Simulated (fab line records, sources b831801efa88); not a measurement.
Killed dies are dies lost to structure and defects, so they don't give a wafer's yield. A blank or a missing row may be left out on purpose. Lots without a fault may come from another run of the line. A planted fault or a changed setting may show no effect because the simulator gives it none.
A struck lot beside a sound one | flow sky130 | 17 steps out of a route of 708
Sound: wafers L899.3, L899.4, L899.6. Struck: wafer L907.4. (L907.3, L907.5 of the same lot were not struck and are left out.) The cause comes at the end.
At each step with rows: each side's tool, then ch and its chambers, then its first start. Under that, the readings that differ: sound wafers | struck wafers | difference of the means | sigmas: that difference in standard deviations of wafers without a fault.
alike: readings whose means differ by less than 2 such deviations, and words and numbers that are the same on both sides. not compared: withheld readings, readings that some wafer has no value for, bounds like >300 that may hide the same value, and numbers for which the record gives no deviation and whose values overlap.
The two part at a step that has a row with sigmas, a row that says differs or no value, or rows on one side only. Numbers that don't overlap but have no deviation are shown without sigmas and don't part them. A reading that every wafer of one side lacks parts them only if that side has two wafers or more.

first, 3 steps without rows for these wafers: SKY_VIA2_EXPOSE_09 (exposes mask VIM2, target cd 200 nm); SKY_VIA2_PEB_10; SKY_VIA2_DEVELOP_11 (develop time 60 s).
SKY_VIA2_CD_MEAS_12: target cd 200 nm.
  sound on cd_sem-02, day 36 22:28; struck on cd_sem-01, day 39 14:32
  alike: cd_nm
SKY_VIA2_OVL_MEAS_13:
  sound on overlay-02, day 36 22:34; struck on overlay-01, day 39 14:37
  alike: VIA2_OVL
SKY_VIA2_ETCH_14: etches BARC in N2/H2, stops on SiO2, time 45.9 s, target depth 60 nm.
  sound on rie_diel-03 ch 1,2,3, day 36 22:35; struck on rie_diel-01 ch 3, day 39 14:39
  alike: drypump_motor_current_A, oes_product_au, throttle_valve_pct
  not compared: rf_hours_counter_h
SKY_VIA2_ETCH_15: etches SiO2 in C4F8/O2/Ar, stops on TiN, target depth 546 nm, time 84 s.
  sound on rie_diel-03 ch 1,2,3, day 36 22:38; struck on rie_diel-01 ch 3, day 39 14:41
  alike: oes_product_au
  not compared: rf_hours_counter_h
SKY_VIA2_STRIP_16: strips in O2/N2.
  sound on plasma_asher-01 ch 0,1, day 36 22:43; struck on plasma_asher-02 ch 0, day 39 14:47
  alike: drypump_motor_current_A, oes_product_au, strip_time_to_endpoint_s
  not compared: rf_hours_counter_h
then, 3 steps without rows for these wafers: SKY_VIA2_STRIP_17 (strips in post etch residue remover, time 1200 s); SKY_VIA2_CLEAN_18 (cleans in IPA, time 180 s); SKY_VIA2_CLEAN_19 (cleans in O3/DIW).
SKY_VIA2_SPUTTER_20: material TiN, target thk 20 nm, time 80 s.
  sound on pvd_sputter-03, day 36 23:19; struck on pvd_sputter-03, day 39 15:28
  alike: throttle_valve_pct
SKY_VIA2_CVD_21: deposits W, target thk 420 nm, time 126.4 s.
  sound on cvd_w-02 ch 0,1, day 36 23:25; struck on cvd_w-02 ch 1, day 39 15:34
  reading            | sound       | struck | difference | sigmas
  heater_power_w (W) | 926 894 897 | 851    | -55        | -3
  alike: heater_power_outer_w
SKY_VIA2_RS_MEAS_22: measures by four-point-probe.
  sound on film_metro-01, day 36 23:32; struck on film_metro-04, day 39 15:42
  reading            | sound                | struck | difference | sigmas
  VIA2_W_RS (ohm/sq) | 0.2784 0.2761 0.2730 | 0.4001 | +0.1243    | +43
SKY_VIA2_THK_MEAS_23: measures by xrf.
  sound on film_metro-01, day 36 23:38; struck on film_metro-04, day 39 15:48
  reading         | sound       | struck | difference | sigmas
  VIA2_W_THK (nm) | 402 405 408 | 323    | -82        | -8
SKY_VIA2_CMP_24: polishes, stops on SiO2, t overpolish 20 s, target thk 0 nm.
  sound on cmp-01 ch 0,3, day 36 23:44; struck on cmp-02 ch 1, day 39 15:50
  alike: motor_current_A, overpolish_run_s, time_to_endpoint_s
then, 1 step without rows for these wafers: SKY_PAD_OPEN_PROBE_99.

WHERE THEY PART
First at SKY_VIA2_CVD_21; last, within this record, at SKY_VIA2_THK_MEAS_23. Later steps at which nothing parts them and some readings are alike: SKY_VIA2_CMP_24.

WHY: what the simulator had put in
Site profile drift: cvd_w-02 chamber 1, from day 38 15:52 on, at SKY_VIA2_CVD_21. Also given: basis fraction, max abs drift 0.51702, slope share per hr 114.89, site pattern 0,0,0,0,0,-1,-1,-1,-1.
